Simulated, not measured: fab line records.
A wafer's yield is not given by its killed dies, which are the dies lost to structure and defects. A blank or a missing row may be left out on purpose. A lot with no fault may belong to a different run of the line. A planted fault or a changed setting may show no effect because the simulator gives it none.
Which tool was responsible? + flow gf180mcu + 13 lots, 38 wafers sampled, at 5 steps of a route of 602

WHAT EACH GAUGE READ, for each wafer
GF_STI_BOW_MEAS_00. Usual: INCOMING_BOW typically reads -1 um, with standard deviation 5.6.
| lot  | measured    | on            | INCOMING_BOW (um) | flag |
|------|-------------|---------------|-------------------|------|
| L628 | day 1 15:01 | film_metro-04 | -3 5 -2           |      |
| L629 | day 1 20:02 | film_metro-04 | 4 2 6             |      |
| L630 | day 2 01:00 | film_metro-01 | 5 -6 1            |      |
| L635 | day 3 02:01 | film_metro-02 | 2 -6              |      |
| L636 | day 3 07:01 | film_metro-04 | -3 4 1            |      |
| L638 | day 3 17:00 | film_metro-04 | -4 1 -5           |      |
| L642 | day 4 13:00 | film_metro-02 | -11 4 6           |      |
| L645 | day 5 04:00 | film_metro-04 | -1 -13 11         |      |
| L646 | day 5 09:02 | film_metro-02 | -1 -7 11          |      |
| L647 | day 5 14:02 | film_metro-02 | 8 -7 0            |      |
| L648 | day 5 19:00 | film_metro-02 | -5 8 -5           |      |
| L649 | day 6 00:00 | film_metro-01 | -4 -7 0           |      |
| L650 | day 6 05:02 | film_metro-01 | -4 -2 7           |      |

GF_STI_THK_MEAS_24. Usual: STI_CVD_23_THK typically reads 655 nm, with standard deviation 6.
| lot  | measured    | on            | STI_CVD_23_THK (nm) | flag |
|------|-------------|---------------|---------------------|------|
| L628 | day 2 08:58 | film_metro-01 | 657 655 666         |      |
| L629 | day 2 13:04 | film_metro-04 | 654 651 653         |      |
| L630 | day 2 18:51 | film_metro-01 | 659 651 649         |      |
| L635 | day 3 20:20 | film_metro-02 | 650 652             |      |
| L636 | day 4 04:25 | film_metro-01 | 657 660 653         |      |
| L638 | day 4 13:54 | film_metro-02 | 641 642 649         |      |
| L642 | day 5 11:53 | film_metro-01 | 667 660 657         |      |
| L645 | day 6 00:24 | film_metro-01 | 654 659 653         |      |
| L646 | day 6 06:18 | film_metro-02 | 657 638 660         |      |
| L647 | day 6 11:23 | film_metro-04 | 654 662 652         |      |
| L648 | day 6 15:32 | film_metro-02 | 663 656 649         |      |
| L649 | day 6 21:06 | film_metro-04 | 649 644 653         |      |
| L650 | day 7 03:21 | film_metro-02 | 649 651 659         |      |

GF_POLY_GATE_OVL_MEAS_11. Usual: POLY_GATE_OVL typically reads 5 nm, with standard deviation 6.5.
| lot  | measured     | on         | POLY_GATE_OVL (nm) | flag |
|------|--------------|------------|--------------------|------|
| L628 | day 9 10:17  | overlay-01 | 13 9 5             |      |
| L629 | day 9 17:36  | overlay-01 | 11 8 12            |      |
| L630 | day 10 07:59 | overlay-02 | 8 9 8              |      |
| L635 | day 11 11:32 | overlay-02 | 5 1                |      |
| L636 | day 11 22:55 | overlay-02 | -1 -6 1            |      |
| L638 | day 12 11:44 | overlay-01 | 10 1 -1            |      |
| L642 | day 13 17:26 | overlay-01 | 3 -1 1             |      |
| L645 | day 14 10:41 | overlay-01 | 3 19 15            |      |
| L646 | day 14 21:44 | overlay-01 | 2 8 9              |      |
| L647 | day 14 23:48 | overlay-01 | 20 12 14           |      |
| L648 | day 15 08:31 | overlay-01 | 10 -3 -6           |      |
| L649 | day 15 16:10 | overlay-02 | 5 1 8              |      |
| L650 | day 16 01:51 | overlay-02 | 8 6 -7             |      |

TOOL THAT RAN EACH LOT (tool first, then ch and the chambers of the sampled wafers, then the start)
| lot  | GF_STI_ETCH_14                  | GF_STI_STRIP_15                     |
|------|---------------------------------|-------------------------------------|
| L628 | rie_si-01 ch 0,1,2, day 2 07:01 | plasma_asher-01 ch 0,1, day 2 07:05 |
| L629 | rie_si-01 ch 1,2,3, day 2 11:06 | plasma_asher-01 ch 0,1, day 2 11:12 |
| L630 | rie_si-01 ch 1,3, day 2 17:04   | plasma_asher-01 ch 0,1, day 2 17:08 |
| L635 | rie_si-01 ch 1,3, day 3 18:31   | plasma_asher-01 ch 0,1, day 3 18:35 |
| L636 | rie_si-01 ch 0,1,2, day 4 00:09 | plasma_asher-01 ch 0,1, day 4 00:13 |
| L638 | rie_si-01 ch 0,1,3, day 4 10:34 | plasma_asher-02 ch 0,1, day 4 10:38 |
| L642 | rie_si-02 ch 0,2,3, day 5 07:25 | plasma_asher-01 ch 1, day 5 07:29   |
| L645 | rie_si-02 ch 1,2,3, day 5 22:21 | plasma_asher-03 ch 0,1, day 5 22:25 |
| L646 | rie_si-02 ch 0,1,2, day 6 04:30 | plasma_asher-02 ch 0,1, day 6 04:36 |
| L647 | rie_si-02 ch 1,2,3, day 6 09:34 | plasma_asher-01 ch 0,1, day 6 09:40 |
| L648 | rie_si-02 ch 1,2,3, day 6 13:43 | plasma_asher-01 ch 0,1, day 6 13:47 |
| L649 | rie_si-02 ch 1,2,3, day 6 19:18 | plasma_asher-03 ch 0,1, day 6 19:22 |
| L650 | rie_si-01 ch 1,2,3, day 7 01:01 | plasma_asher-03 ch 0,1, day 7 01:08 |
- GF_STI_ETCH_14: etches Si in HBr/Cl2/O2, target depth 360 nm, time 102.9 s.
- GF_STI_STRIP_15: strips in O2/N2.

AS READ BY THE TOOLS THEMSELVES (means over the sampled wafers that have a number; for cases with no such wafer, the mark the record gives instead)
GF_STI_ETCH_14. Usual: drypump_motor_current_A 5.5 A, standard deviation 0.47; oes_product_au 1.001 a.u., standard deviation 0.011; rf_fwd_power_W 596.5 W, standard deviation 2.1; throttle_valve_pct 25.657 %, standard deviation 0.011.
| lot  | tool      | drypump_motor_current_A (A) | oes_product_au (a.u.) | rf_fwd_power_W (W) | throttle_valve_pct (%) | flag |
|------|-----------|-----------------------------|-----------------------|--------------------|------------------------|------|
| L628 | rie_si-01 | 5.7                         | 1.003                 | 595.7              | 25.650                 |      |
| L629 | rie_si-01 | 5.7                         | 1.007                 | 595.2              | 25.651                 |      |
| L630 | rie_si-01 | 5.3                         | 1.001                 | 597.6              | 25.661                 |      |
| L635 | rie_si-01 | 5.4                         | 0.926                 | 595.9              | 25.695                 | OFF  |
| L636 | rie_si-01 | 5.7                         | 0.912                 | 597.4              | 25.713                 | OFF  |
| L638 | rie_si-01 | 5.3                         | 0.960                 | 597.5              | 25.683                 | OFF  |
| L642 | rie_si-02 | 5.2                         | 1.000                 | 597.5              | 25.658                 |      |
| L645 | rie_si-02 | 5.5                         | 0.988                 | 597.5              | 25.676                 |      |
| L646 | rie_si-02 | 5.7                         | 1.003                 | 594.8              | 25.652                 |      |
| L647 | rie_si-02 | 5.5                         | 0.986                 | 596.4              | 25.658                 |      |
| L648 | rie_si-02 | 5.5                         | 0.991                 | 595.2              | 25.659                 |      |
| L649 | rie_si-02 | 5.5                         | 0.994                 | 596.5              | 25.668                 |      |
| L650 | rie_si-01 | 5.6                         | 1.002                 | 595.3              | 25.660                 |      |

GF_STI_STRIP_15. Usual: drypump_motor_current_A 5.8 A, standard deviation 0.43; heater_power_w 350 W, standard deviation 29; n2_flow_sccm 300.0 sccm, standard deviation 0.9; oes_product_au 0.384 a.u., standard deviation 0.0047; strip_time_to_endpoint_s 3.73 s, standard deviation 0.045.
| lot  | tool            | drypump_motor_current_A (A) | heater_power_w (W) | n2_flow_sccm (sccm) | oes_product_au (a.u.) | strip_time_to_endpoint_s (s) | flag |
|------|-----------------|-----------------------------|--------------------|---------------------|-----------------------|------------------------------|------|
| L628 | plasma_asher-01 | 5.5                         | 344                | 300.0               | 0.383                 | 3.72                         |      |
| L629 | plasma_asher-01 | 5.5                         | 347                | 299.4               | 0.384                 | 3.73                         |      |
| L630 | plasma_asher-01 | 5.5                         | 345                | 300.0               | 0.382                 | 3.74                         |      |
| L635 | plasma_asher-01 | 5.5                         | 346                | 300.4               | 0.391                 | 3.89                         | OFF  |
| L636 | plasma_asher-01 | 5.5                         | 342                | 300.0               | 0.393                 | 3.91                         | OFF  |
| L638 | plasma_asher-02 | 5.9                         | 349                | 300.3               | 0.391                 | 3.88                         | OFF  |
| L642 | plasma_asher-01 | 5.4                         | 332                | 299.8               | 0.384                 | 3.69                         |      |
| L645 | plasma_asher-03 | 5.8                         | 340                | 300.6               | 0.387                 | 3.76                         |      |
| L646 | plasma_asher-02 | 6.1                         | 372                | 298.9               | 0.380                 | 3.71                         |      |
| L647 | plasma_asher-01 | 5.5                         | 343                | 300.3               | 0.388                 | 3.78                         |      |
| L648 | plasma_asher-01 | 5.4                         | 341                | 300.5               | 0.384                 | 3.78                         |      |
| L649 | plasma_asher-03 | 6.2                         | 368                | 300.8               | 0.387                 | 3.75                         |      |
| L650 | plasma_asher-03 | 6.1                         | 367                | 300.4               | 0.382                 | 3.74                         |      |

THE ANSWER, worked out from the rows above alone
Rule: a lot counts as off when the mean over its wafers that have a number is more than 3 standard deviations away from the usual mean. A lot without any number at a reading at which 4 lots or more have one is off too. The other lots that the step has rows for count as sound. First the gauges in route order, then the tools' own readings, where a lot's mean is used as printed above. The first step at which some lot is off is used, and at that step the reading that is off furthest; a lot without a number counts as furthest.
Off: L635, L636, L638, at GF_STI_ETCH_14 (oes_product_au).
A tool fits if, at that step or a process step before it, it ran every lot that is off, and no sound lot after the first of them. No candidate that was tried fits.

WHAT THE SIMULATOR HAD PUT IN
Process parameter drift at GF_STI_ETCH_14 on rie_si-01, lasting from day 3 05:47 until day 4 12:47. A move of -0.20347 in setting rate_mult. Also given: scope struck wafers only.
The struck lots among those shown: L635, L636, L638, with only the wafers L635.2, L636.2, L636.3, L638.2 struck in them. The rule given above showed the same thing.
